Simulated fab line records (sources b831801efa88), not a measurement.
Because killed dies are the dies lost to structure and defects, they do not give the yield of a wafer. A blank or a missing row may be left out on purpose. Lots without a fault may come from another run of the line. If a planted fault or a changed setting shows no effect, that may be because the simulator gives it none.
A lot that was struck, set against a sound lot ; flow sky130 ; 15 steps out of a route of 708
Sound: wafers L142.2, L142.3, L142.6. Wafers struck: L134.1, L134.3, L134.6. The cause is named last.
Each step with rows lists, per side, the tool, then ch with its chambers, then its first start. Under that, the readings that differ: sound wafers ; struck wafers ; difference of the means ; sigmas: that difference in standard deviations of wafers without a fault.
alike: same words and numbers on both sides, and readings whose means sit less than 2 such deviations apart. not compared: any withheld reading, any reading some wafer has no value for, any bound like >300 that may hide the same value, and any number with overlapping values for which the record gives no deviation.
The two part at a step that has a row with sigmas, a row that says differs or no value, or rows on one side only. Numbers that don't overlap but have no deviation are shown without sigmas and don't part them. A reading that every wafer of one side lacks parts them only if that side has two wafers or more.

first, 4 steps without rows for these wafers: SKY_LDD_N_IMPLANT_12; SKY_LDD_N_IMPLANT_13; SKY_LDD_N_IMPLANT_14; SKY_LDD_N_IMPLANT_15.
SKY_LDD_N_STRIP_16: strips in O2/N2.
  sound on plasma_asher-03 ch 0,1, day 23 12:38; struck on plasma_asher-02 ch 0, day 20 19:41
reading;sound;struck;difference;sigmas
drypump_motor_current_A (A);5.8 5.8 6.5;5.0 5.0 5.0;-1.0;-2
  alike: o2_flow_sccm, oes_product_au, strip_time_to_endpoint_s
  not compared: rf_hours_counter_h
SKY_LDD_N_TW_MEAS_17:
  sound: film_metro-04 at day 23 12:45; struck: film_metro-03 at day 20 19:47
  alike: LDD_N_TW
then, 6 steps without rows for these wafers: SKY_LDD_P_DEHYDRATE_00 (time 60 s); SKY_LDD_P_HMDS_01 (prime time 60 s); SKY_LDD_P_COAT_02 (resist thk 1140 nm); SKY_LDD_P_SOFTBAKE_03 (time 60 s); SKY_LDD_P_EXPOSE_04 (exposes mask PSDM, target cd 380 nm); SKY_LDD_P_PEB_05.
SKY_LDD_P_DEVELOP_06: develop time 60 s.
  sound on litho_track-02 ch 0, day 24 17:57; struck on litho_track-01 ch 0, day 22 01:49
reading;sound;struck;difference;sigmas
developer_temp_C (C);23.13 23.08 22.87;22.06 22.15 22.05;-0.94;-9
SKY_LDD_P_CD_MEAS_07: target cd 380 nm.
  sound: cd_sem-01 at day 24 18:06; struck: cd_sem-01 at day 22 01:58
  alike: cd_nm
SKY_PAD_OPEN_PROBE_99:
  the record holds rows for the sound wafers here (prober-01, day 49 14:05) but none for the struck ones

== WHERE THEY PART ==
Earliest at SKY_LDD_N_STRIP_16; latest, in this record, at SKY_PAD_OPEN_PROBE_99.

WHY: what the simulator had put in
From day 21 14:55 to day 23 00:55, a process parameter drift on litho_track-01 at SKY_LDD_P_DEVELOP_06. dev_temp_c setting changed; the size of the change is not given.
